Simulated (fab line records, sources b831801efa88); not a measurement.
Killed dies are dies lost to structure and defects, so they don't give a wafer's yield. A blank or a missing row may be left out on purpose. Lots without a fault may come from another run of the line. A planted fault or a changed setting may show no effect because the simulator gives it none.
Which tool did it? | flow sky130 | 13 lots, 39 wafers sampled, at 3 steps of a route of 708

WHAT THE GAUGES READ, wafer by wafer
SKY_CAP2M_OVL_MEAS_12. Usual: CAP2M_OVL 0.5 nm, standard deviation 1.5.
lot  | measured     | on         | CAP2M_OVL (nm) | flag
L122 | day 40 09:00 | overlay-02 | -2.3 -1.0 -0.5 |
L123 | day 40 19:05 | overlay-01 | -0.5 -0.7 -1.5 |
L126 | day 42 01:21 | overlay-02 | -0.5 -2.7 -1.3 |
L127 | day 42 03:25 | overlay-01 | 0.9 3.0 1.0    |
L129 | day 43 05:46 | overlay-02 | -1.0 -0.3 -0.7 |
L130 | day 43 06:42 | overlay-01 | 1.8 1.4 1.7    |
L131 | day 43 09:29 | overlay-02 | 2.8 2.3 3.1    |
L133 | day 43 21:31 | overlay-01 | 1.5 1.0 0.2    |
L135 | day 44 13:00 | overlay-02 | 1.2 0.5 -0.3   |
L136 | day 44 17:47 | overlay-02 | 0.4 -1.4 -1.1  |
L138 | day 45 07:44 | overlay-02 | 2.0 0.7 -0.4   |
L141 | day 46 06:59 | overlay-02 | 3.2 2.1 2.7    |
L142 | day 46 08:10 | overlay-02 | 4.4 2.1 2.3    |

SKY_VIA4_BOW_MEAS_03. Usual: VIA4_BOW 77 um, standard deviation 8.5.
lot  | measured     | on            | VIA4_BOW (um) | flag
L122 | day 41 11:49 | film_metro-02 | 64 76 66      |
L123 | day 41 21:04 | film_metro-03 | 88 85 88      |
L126 | day 43 02:32 | film_metro-03 | 75 82 75      |
L127 | day 43 04:50 | film_metro-02 | 73 68 78      |
L129 | day 44 07:05 | film_metro-02 | 62 79 78      |
L130 | day 44 07:47 | film_metro-01 | 71 81 80      |
L131 | day 44 11:05 | film_metro-01 | 78 82 82      |
L133 | day 44 21:37 | film_metro-03 | 95 89 88      |
L135 | day 45 12:41 | film_metro-01 | 65 80 70      |
L136 | day 45 17:29 | film_metro-03 | 65 82 74      |
L138 | day 46 07:53 | film_metro-01 | 92 81 83      |
L141 | day 47 04:56 | film_metro-03 | 91 91 87      |
L142 | day 47 07:40 | film_metro-03 | 73 83 70      |

WHICH TOOL RAN EACH LOT (tool, then ch and the chambers of the sampled wafers, then the start)
lot  | SKY_LDD_HVN_STRIP_09
L122 | plasma_asher-03 ch 0,1, day 19 23:55
L123 | plasma_asher-01 ch 0,1, day 20 08:52
L126 | plasma_asher-04 ch 0, day 21 23:07
L127 | plasma_asher-04 ch 0,1, day 22 04:10
L129 | plasma_asher-03 ch 0,1, day 23 12:20
L130 | plasma_asher-01 ch 0,1, day 23 13:04
L131 | plasma_asher-03 ch 0,1, day 23 17:38
L133 | plasma_asher-03 ch 0,1, day 24 10:58
L135 | plasma_asher-03 ch 0,1, day 25 02:16
L136 | plasma_asher-03 ch 0, day 25 14:50
L138 | plasma_asher-04 ch 0,1, day 26 06:47
L141 | plasma_asher-03 ch 0,1, day 27 12:25
L142 | plasma_asher-03 ch 0,1, day 27 17:32
- SKY_LDD_HVN_STRIP_09: strips in O2/N2.

WHAT THE TOOLS THEMSELVES READ (means of the sampled wafers that have a number; where no wafer has one, the mark that the record gives instead)
SKY_LDD_HVN_STRIP_09. Usual: drypump_motor_current_A 5.8 A, standard deviation 0.45; oes_product_au 0.411 a.u., standard deviation 0.0046; strip_time_to_endpoint_s 4.186 s, standard deviation 0.016.
lot  | tool            | drypump_motor_current_A (A) | oes_product_au (a.u.) | strip_time_to_endpoint_s (s) | flag
L122 | plasma_asher-03 | 6.1                         | 0.413                 | 4.189                        |
L123 | plasma_asher-01 | 6.0                         | 0.410                 | 4.212                        |
L126 | plasma_asher-04 | 5.8                         | 0.410                 | 4.189                        |
L127 | plasma_asher-04 | 5.2                         | 0.415                 | 4.184                        |
L129 | plasma_asher-03 | 6.1                         | 0.409                 | 4.176                        |
L130 | plasma_asher-01 | 6.0                         | 0.415                 | 4.184                        |
L131 | plasma_asher-03 | 6.1                         | 0.410                 | 4.169                        |
L133 | plasma_asher-03 | 6.1                         | 0.409                 | 4.201                        |
L135 | plasma_asher-03 | 6.1                         | 0.409                 | 4.197                        |
L136 | plasma_asher-03 | 5.6                         | 0.409                 | 4.165                        |
L138 | plasma_asher-04 | 5.2                         | 0.408                 | 4.196                        |
L141 | plasma_asher-03 | 6.0                         | 0.411                 | 4.163                        |
L142 | plasma_asher-03 | 5.9                         | 0.408                 | 4.176                        |

THE ANSWER, worked out from the rows above alone
Rule: a lot is off if the mean of its wafers that have a number lies more than 3 standard deviations from the usual mean. A lot without any number at a reading at which 4 lots or more have one is off too. The other lots that the step has rows for count as sound. The gauges are gone through in route order, then the tools' own readings, and for those a lot's mean is taken as printed above. The first step at which some lot is off is used, and at that step the reading that is off furthest; a lot without a number counts as furthest.
No lot is off at any reading shown: from this, nothing can be told.

WHAT THE SIMULATOR HAD PUT IN
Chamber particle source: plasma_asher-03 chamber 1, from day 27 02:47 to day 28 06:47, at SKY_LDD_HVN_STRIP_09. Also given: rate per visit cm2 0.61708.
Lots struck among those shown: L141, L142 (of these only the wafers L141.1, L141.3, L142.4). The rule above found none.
